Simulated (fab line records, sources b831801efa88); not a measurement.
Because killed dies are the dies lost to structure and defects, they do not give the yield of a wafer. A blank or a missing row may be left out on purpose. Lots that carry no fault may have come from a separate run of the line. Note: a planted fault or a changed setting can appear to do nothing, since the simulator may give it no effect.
Which tool is to blame? || flow gf180mcu || 12 lots with 36 wafers sampled at 2 steps, on a route of 602 steps

WHAT EACH GAUGE READ, for each wafer
GF_TOP_METAL_OVL_MEAS_15. Usual: for TOP_METAL_OVL the level is 0.2 nm and the standard deviation is 1.4.
{"lot": "L123", "measured": "day 28 04:04", "on": "overlay-02", "TOP_METAL_OVL (nm)": "3.2 0.1 1.7", "flag": ""}
{"lot": "L124", "measured": "day 28 13:03", "on": "overlay-02", "TOP_METAL_OVL (nm)": "1.6 0.8 2.5", "flag": ""}
{"lot": "L125", "measured": "day 28 17:56", "on": "overlay-02", "TOP_METAL_OVL (nm)": "-1.2 0.0 -2.6", "flag": ""}
{"lot": "L126", "measured": "day 29 04:07", "on": "overlay-01", "TOP_METAL_OVL (nm)": "-0.8 2.2 -0.1", "flag": ""}
{"lot": "L127", "measured": "day 29 18:56", "on": "overlay-02", "TOP_METAL_OVL (nm)": "-1.1 -0.1 1.8", "flag": ""}
{"lot": "L128", "measured": "day 29 20:36", "on": "overlay-01", "TOP_METAL_OVL (nm)": "1.0 -0.2 0.2", "flag": ""}
{"lot": "L129", "measured": "day 30 05:55", "on": "overlay-02", "TOP_METAL_OVL (nm)": "-1.9 -2.8 -2.6", "flag": ""}
{"lot": "L130", "measured": "day 30 07:52", "on": "overlay-01", "TOP_METAL_OVL (nm)": "0.1 -0.3 -2.9", "flag": ""}
{"lot": "L131", "measured": "day 30 16:20", "on": "overlay-01", "TOP_METAL_OVL (nm)": "0.9 1.0 1.3", "flag": ""}
{"lot": "L143", "measured": "day 33 20:28", "on": "overlay-02", "TOP_METAL_OVL (nm)": "-0.4 0.9 -1.1", "flag": ""}
{"lot": "L145", "measured": "day 34 04:40", "on": "overlay-01", "TOP_METAL_OVL (nm)": "1.0 1.1 -1.1", "flag": ""}
{"lot": "L146", "measured": "day 34 10:31", "on": "overlay-01", "TOP_METAL_OVL (nm)": "0.4 0.9 1.3", "flag": ""}

TOOL THAT RAN EACH LOT (tool first, then ch and the chambers of the sampled wafers, then the start)
{"lot": "L123", "GF_TOP_METAL_SPUTTER_02": "pvd sputter-01, day 27 07:59"}
{"lot": "L124", "GF_TOP_METAL_SPUTTER_02": "pvd sputter-01, day 27 17:33"}
{"lot": "L125", "GF_TOP_METAL_SPUTTER_02": "pvd sputter-03, day 27 22:11"}
{"lot": "L126", "GF_TOP_METAL_SPUTTER_02": "pvd sputter-02, day 28 09:09"}
{"lot": "L127", "GF_TOP_METAL_SPUTTER_02": "pvd sputter-02, day 28 23:38"}
{"lot": "L128", "GF_TOP_METAL_SPUTTER_02": "pvd sputter-02, day 29 01:36"}
{"lot": "L129", "GF_TOP_METAL_SPUTTER_02": "pvd sputter-01, day 29 10:59"}
{"lot": "L130", "GF_TOP_METAL_SPUTTER_02": "pvd sputter-03, day 29 13:23"}
{"lot": "L131", "GF_TOP_METAL_SPUTTER_02": "pvd sputter-01, day 29 21:25"}
{"lot": "L143", "GF_TOP_METAL_SPUTTER_02": "pvd sputter-02, day 33 04:26"}
{"lot": "L145", "GF_TOP_METAL_SPUTTER_02": "pvd sputter-02, day 33 12:58"}
{"lot": "L146", "GF_TOP_METAL_SPUTTER_02": "pvd sputter-01, day 33 19:00"}
- GF_TOP_METAL_SPUTTER_02: material AlCu, target thk 900 nm, time 47.82 s.

WHAT THE TOOLS THEMSELVES READ (means of the sampled wafers that have a number; where no wafer has one, the mark that the record gives instead)
GF_TOP_METAL_SPUTTER_02. Usual: cathode dc power W 10600 W, standard deviation 1.9; throttle valve pct 30.0 %, standard deviation 0.65.
{"lot": "L123", "tool": "pvd sputter-01", "cathode dc power W (W)": 10601, "throttle valve pct (%)": 29.9, "flag": ""}
{"lot": "L124", "tool": "pvd sputter-01", "cathode dc power W (W)": 10600, "throttle valve pct (%)": 29.2, "flag": ""}
{"lot": "L125", "tool": "pvd sputter-03", "cathode dc power W (W)": 10602, "throttle valve pct (%)": 29.7, "flag": ""}
{"lot": "L126", "tool": "pvd sputter-02", "cathode dc power W (W)": 10600, "throttle valve pct (%)": 30.3, "flag": ""}
{"lot": "L127", "tool": "pvd sputter-02", "cathode dc power W (W)": 10600, "throttle valve pct (%)": 30.4, "flag": ""}
{"lot": "L128", "tool": "pvd sputter-02", "cathode dc power W (W)": 10600, "throttle valve pct (%)": 30.0, "flag": ""}
{"lot": "L129", "tool": "pvd sputter-01", "cathode dc power W (W)": 10601, "throttle valve pct (%)": 29.5, "flag": ""}
{"lot": "L130", "tool": "pvd sputter-03", "cathode dc power W (W)": 10600, "throttle valve pct (%)": 30.0, "flag": ""}
{"lot": "L131", "tool": "pvd sputter-01", "cathode dc power W (W)": 10602, "throttle valve pct (%)": 29.7, "flag": ""}
{"lot": "L143", "tool": "pvd sputter-02", "cathode dc power W (W)": 10601, "throttle valve pct (%)": 30.2, "flag": ""}
{"lot": "L145", "tool": "pvd sputter-02", "cathode dc power W (W)": 10601, "throttle valve pct (%)": 30.3, "flag": ""}
{"lot": "L146", "tool": "pvd sputter-01", "cathode dc power W (W)": 10599, "throttle valve pct (%)": 29.5, "flag": ""}

THE ANSWER, worked out from the rows above alone
Rule: lot off if the mean of its wafers having a number is beyond 3 standard deviations from the usual mean. Also off: a lot with no number at a reading for which 4 or more lots have one. Where the step has rows for the other lots, those lots are counted as sound. First the gauges in route order, then the tools' own readings, where a lot's mean is used as printed above. At the first step where some lot is off, the reading lying furthest off is the one used; lots without a number count as furthest.
Nothing can be told from this: no lot is off at any reading shown.

WHAT HAD BEEN PUT IN BY THE SIMULATOR
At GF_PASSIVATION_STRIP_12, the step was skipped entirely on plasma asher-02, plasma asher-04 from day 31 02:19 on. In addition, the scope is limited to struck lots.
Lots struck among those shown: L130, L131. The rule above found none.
